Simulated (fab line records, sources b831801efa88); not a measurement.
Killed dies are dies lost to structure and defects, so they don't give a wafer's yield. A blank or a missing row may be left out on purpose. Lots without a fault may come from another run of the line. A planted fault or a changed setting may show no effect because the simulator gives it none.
Which tool did it? | flow gf180mcu | 11 lots, 33 wafers sampled, at 6 steps of a route of 602

WHAT THE GAUGES READ, wafer by wafer
GF_DUAL_GATE_OVL_MEAS_11.
lot  | measured     | on         | DUAL_GATE_OVL (nm)
L263 | day 9 01:26  | overlay-01 | 2.1 1.5 2.4
L264 | day 9 06:04  | overlay-01 | 2.5 -0.3 1.6
L271 | day 11 10:30 | overlay-01 | 0.7 1.5 2.2
L273 | day 11 20:12 | overlay-02 | 1.4 0.9 0.9
L274 | day 12 03:22 | overlay-01 | 1.2 1.4 1.5
L277 | day 12 23:07 | overlay-01 | 1.6 0.9 0.4
L278 | day 13 06:16 | overlay-01 | 0.1 -0.6 -0.4
L280 | day 13 21:22 | overlay-02 | 2.4 2.8 3.0
L281 | day 14 04:19 | overlay-02 | 3.1 1.9 1.8
L282 | day 14 11:33 | overlay-01 | 0.9 1.2 1.2
L284 | day 14 22:58 | overlay-01 | -0.2 1.8 0.8

GF_PSD_CD_MEAS_07: target cd 400 nm.
lot  | measured     | on        | cd_nm (nm)
L263 | day 15 03:35 | cd_sem-01 | 397.4 396.7 397.6
L264 | day 15 07:47 | cd_sem-02 | 402.1 400.8 401.8
L271 | day 17 23:36 | cd_sem-02 | 398.7 397.4 397.2
L273 | day 18 14:22 | cd_sem-01 | 397.3 396.1 398.7
L274 | day 18 20:58 | cd_sem-01 | 399.2 399.9 400.0
L277 | day 19 21:14 | cd_sem-02 | 399.8 400.9 398.3
L278 | day 20 05:53 | cd_sem-02 | 399.7 399.1 398.5
L280 | day 20 23:33 | cd_sem-02 | 401.1 402.2 402.5
L281 | day 21 07:46 | cd_sem-02 | 398.6 399.5 396.5
L282 | day 21 14:36 | cd_sem-02 | 396.4 396.3 399.1
L284 | day 22 07:04 | cd_sem-01 | 398.9 399.0 400.3

GF_PSD_TW_MEAS_11.
lot  | measured     | on            | PSD_TW
L263 | day 15 03:58 | film_metro-01 | 3190 3197 3213
L264 | day 15 08:11 | film_metro-01 | 303 293 303 303 295 303
L271 | day 18 00:01 | film_metro-04 | 3149 3141 3149
L273 | day 18 14:47 | film_metro-04 | 3150 3137 3151
L274 | day 18 21:23 | film_metro-04 | 3150 3152 3132
L277 | day 19 21:43 | film_metro-02 | 3203 3229 3206
L278 | day 20 06:17 | film_metro-02 | 3201 3204 3204
L280 | day 20 23:58 | film_metro-01 | 3203 3186 3208
L281 | day 21 08:10 | film_metro-01 | 3173 3188 3202
L282 | day 21 15:01 | film_metro-02 | 3191 3204 3192
L284 | day 22 07:26 | film_metro-04 | 3149 3143 3159

WHICH TOOL RAN EACH LOT (tool, then ch and the chambers of the sampled wafers, then the start)
lot  | GF_HV_LDD_RTA_52                 | GF_NSD_STRIP_11                      | GF_PSD_STRIP_10
L263 | rtp_anneal-01 ch 0, day 13 05:40 | plasma_asher-04 ch 0,1, day 14 06:22 | plasma_asher-03 ch 0,1, day 15 03:52
L264 | rtp_anneal-01 ch 0, day 13 11:03 | plasma_asher-04 ch 0,1, day 14 10:49 | plasma_asher-03 ch 0,1, day 15 08:05
L271 | rtp_anneal-02 ch 0, day 15 23:48 | plasma_asher-02 ch 0,1, day 17 00:55 | plasma_asher-03 ch 0,1, day 17 23:55
L273 | rtp_anneal-01 ch 0, day 16 11:20 | plasma_asher-02 ch 0,1, day 17 14:38 | plasma_asher-02 ch 0,1, day 18 14:41
L274 | rtp_anneal-01 ch 0, day 16 19:41 | plasma_asher-03 ch 0,1, day 17 20:56 | plasma_asher-01 ch 0,1, day 18 21:17
L277 | rtp_anneal-02 ch 0, day 17 17:00 | plasma_asher-02 ch 0,1, day 18 20:34 | plasma_asher-03 ch 0,1, day 19 21:37
L278 | rtp_anneal-02 ch 0, day 18 01:48 | plasma_asher-04 ch 0, day 19 05:11   | plasma_asher-01 ch 0,1, day 20 06:11
L280 | rtp_anneal-02 ch 0, day 18 19:02 | plasma_asher-02 ch 0,1, day 19 23:38 | plasma_asher-02 ch 0,1, day 20 23:52
L281 | rtp_anneal-02 ch 0, day 19 03:57 | plasma_asher-03 ch 0,1, day 20 07:50 | plasma_asher-03 ch 0, day 21 08:04
L282 | rtp_anneal-01 ch 0, day 19 11:23 | plasma_asher-02 ch 0,1, day 20 14:59 | plasma_asher-01 ch 0,1, day 21 14:55
L284 | rtp_anneal-01 ch 0, day 20 03:37 | plasma_asher-03 ch 0,1, day 21 06:56 | plasma_asher-01 ch 0,1, day 22 07:22
- GF_HV_LDD_RTA_52: time 10 s.
- GF_NSD_STRIP_11: strips in O2/N2.
- GF_PSD_STRIP_10: strips in O2/N2.

WHAT THE TOOLS THEMSELVES READ (means of the sampled wafers that have a number; where no wafer has one, the mark that the record gives instead)
GF_HV_LDD_RTA_52.
lot  | tool          | anneal_temp_c_max | lamp_power_pct (%) | wafer_temp_C_max
L263 | rtp_anneal-01 | 1006.5            | 32.0               | 1003.9
L264 | rtp_anneal-01 | 1006.7            | 32.0               | 1003.0
L271 | rtp_anneal-02 | 1006.3            | 30.4               | 1003.0
L273 | rtp_anneal-01 | 1005.8            | 32.0               | 1003.6
L274 | rtp_anneal-01 | 1007.1            | 32.0               | 1003.2
L277 | rtp_anneal-02 | 1005.1            | 30.4               | 1002.6
L278 | rtp_anneal-02 | 1006.8            | 30.4               | 1003.0
L280 | rtp_anneal-02 | 1006.6            | 30.4               | 1003.1
L281 | rtp_anneal-02 | 1006.9            | 30.4               | 1003.7
L282 | rtp_anneal-01 | 1007.3            | 32.0               | 1003.5
L284 | rtp_anneal-01 | 1006.5            | 32.0               | 1003.3

GF_NSD_STRIP_11.
lot  | tool            | drypump_motor_current_A (A) | heater_power_w (W) | oes_product_au (a.u.) | strip_time_to_endpoint_s (s)
L263 | plasma_asher-04 | 5.4                         | 308                | 0.486                 | 23.07
L264 | plasma_asher-04 | 5.6                         | 294                | 0.592                 | -
L271 | plasma_asher-02 | 5.6                         | 351                | 0.483                 | 23.14
L273 | plasma_asher-02 | 5.3                         | 357                | 0.480                 | 23.04
L274 | plasma_asher-03 | 5.9                         | 358                | 0.483                 | 23.09
L277 | plasma_asher-02 | 5.6                         | 348                | 0.484                 | 23.12
L278 | plasma_asher-04 | 5.8                         | 281                | 0.485                 | 23.16
L280 | plasma_asher-02 | 5.6                         | 353                | 0.482                 | 23.11
L281 | plasma_asher-03 | 5.9                         | 348                | 0.482                 | 23.17
L282 | plasma_asher-02 | 5.6                         | 350                | 0.489                 | 23.12
L284 | plasma_asher-03 | 5.9                         | 354                | 0.485                 | 23.16

GF_PSD_STRIP_10.
lot  | tool            | drypump_motor_current_A (A) | heater_power_w (W) | oes_product_au (a.u.) | strip_time_to_endpoint_s (s)
L263 | plasma_asher-03 | 6.1                         | 386                | 0.590                 | 16.56
L264 | plasma_asher-03 | 5.9                         | 356                | 0.600                 | 17.97
L271 | plasma_asher-03 | 5.9                         | 358                | 0.590                 | 16.54
L273 | plasma_asher-02 | 5.6                         | 347                | 0.591                 | 16.52
L274 | plasma_asher-01 | 5.3                         | 318                | 0.590                 | 16.53
L277 | plasma_asher-03 | 5.9                         | 357                | 0.593                 | 16.52
L278 | plasma_asher-01 | 5.3                         | 314                | 0.592                 | 16.56
L280 | plasma_asher-02 | 5.3                         | 360                | 0.593                 | 16.54
L281 | plasma_asher-03 | 5.8                         | 347                | 0.594                 | 16.54
L282 | plasma_asher-01 | 5.3                         | 316                | 0.590                 | 16.53
L284 | plasma_asher-01 | 5.4                         | 315                | 0.590                 | 16.51

THE ANSWER, worked out from the rows above alone
Rule: what is usual is taken from the lots themselves. Put in order of their means at a reading, lots are off if they are a third of the lots or fewer, leave a main group of 4 or more, and stand apart from it by a gap of 3 or more times the standard deviation of the main group's means; of several such gaps the widest counts. A main group whose means are all the same, to the digits that the tables above print for the reading, isn't used. A lot without any number at a reading at which 4 lots or more have one is off too. The other lots that the step has rows for count as sound. The gauges are gone through in route order, then the tools' own readings, and for those a lot's mean is taken as printed above. The first step at which some lot is off is used, and at that step the reading that is off furthest; a lot without a number counts as furthest.
Off: L264, at GF_PSD_TW_MEAS_11 (PSD_TW). The main group: mean 3179, standard deviation 27.
A tool fits if, at a process step before that reading, it ran every lot that is off, and no sound lot after the first of them. The gauges at GF_PSD_TW_MEAS_11 aren't tried: what is off there is off at GF_NSD_STRIP_11 too, on other tools, and a gauge's error can't cause that. None of those tried fits.

WHAT THE SIMULATOR HAD PUT IN
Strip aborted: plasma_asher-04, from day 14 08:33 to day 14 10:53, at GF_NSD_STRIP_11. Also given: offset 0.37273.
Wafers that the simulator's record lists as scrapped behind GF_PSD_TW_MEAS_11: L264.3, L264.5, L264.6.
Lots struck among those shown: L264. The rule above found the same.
